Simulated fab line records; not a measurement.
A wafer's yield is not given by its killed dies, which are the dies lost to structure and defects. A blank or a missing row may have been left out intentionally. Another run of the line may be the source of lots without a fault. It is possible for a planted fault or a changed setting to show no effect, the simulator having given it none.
What tool caused it? / flow sky130 / at 1 step of a route of 708, 13 lots with 38 wafers sampled

## WHAT EACH GAUGE READ, for each wafer
SKY_METAL2_CD_MEAS_15 targets a cd of 140 nm. Usual: cd-nm 139.9 nm, standard deviation 1.3.
lot=L532; measured=day 35 00:39; on=cd-sem-02; cd-nm (nm)=142.1 141.8 141.4; flag=
lot=L533; measured=day 35 09:04; on=cd-sem-02; cd-nm (nm)=141.1 139.5 140.3; flag=
lot=L537; measured=day 36 15:05; on=cd-sem-01; cd-nm (nm)=141.9 142.1 141.2; flag=
lot=L536; measured=day 36 15:26; on=cd-sem-01; cd-nm (nm)=138.3 137.8 137.0; flag=
lot=L541; measured=day 37 19:27; on=cd-sem-02; cd-nm (nm)=140.0 139.5; flag=
lot=L547; measured=day 39 15:39; on=cd-sem-02; cd-nm (nm)=141.7 141.8 141.6; flag=
lot=L548; measured=day 40 02:08; on=cd-sem-01; cd-nm (nm)=139.9 139.3 137.6; flag=
lot=L549; measured=day 40 10:43; on=cd-sem-01; cd-nm (nm)=142.0 140.5 140.0; flag=
lot=L550; measured=day 40 14:02; on=cd-sem-01; cd-nm (nm)=139.0 138.6 138.7; flag=
lot=L551; measured=day 41 01:02; on=cd-sem-02; cd-nm (nm)=141.2 138.5 140.0; flag=
lot=L552; measured=day 41 02:16; on=cd-sem-02; cd-nm (nm)=139.5 140.0 140.0; flag=
lot=L554; measured=day 41 10:29; on=cd-sem-01; cd-nm (nm)=137.7 139.8 140.1; flag=
lot=L555; measured=day 41 15:41; on=cd-sem-02; cd-nm (nm)=139.8 138.2 138.3; flag=

## WHICH TOOL RAN EACH LOT (tool, then ch and the chambers of the sampled wafers, then the start)
Before these readings, the record contains no process step.

## AS READ BY THE TOOLS THEMSELVES (means over the sampled wafers that have a number; for cases with no such wafer, the mark the record gives instead)
The record holds no such reading with a usual standard deviation.

## THE ANSWER, worked out from the rows above alone
Rule: take the mean of a lot's wafers that have a number; if it is more than 3 standard deviations from the usual mean, the lot is off. Also off: a lot with no number at a reading for which 4 or more lots have one. Where the step has rows for the other lots, those lots are counted as sound. The gauges are gone through in route order, then the tools' own readings, and for those a lot's mean is taken as printed above. The first step at which some lot is off is used, and at that step the reading that is off furthest; a lot without a number counts as furthest.
None of the lots is off at any reading shown; this tells nothing.

## WHAT HAD BEEN PUT IN BY THE SIMULATOR
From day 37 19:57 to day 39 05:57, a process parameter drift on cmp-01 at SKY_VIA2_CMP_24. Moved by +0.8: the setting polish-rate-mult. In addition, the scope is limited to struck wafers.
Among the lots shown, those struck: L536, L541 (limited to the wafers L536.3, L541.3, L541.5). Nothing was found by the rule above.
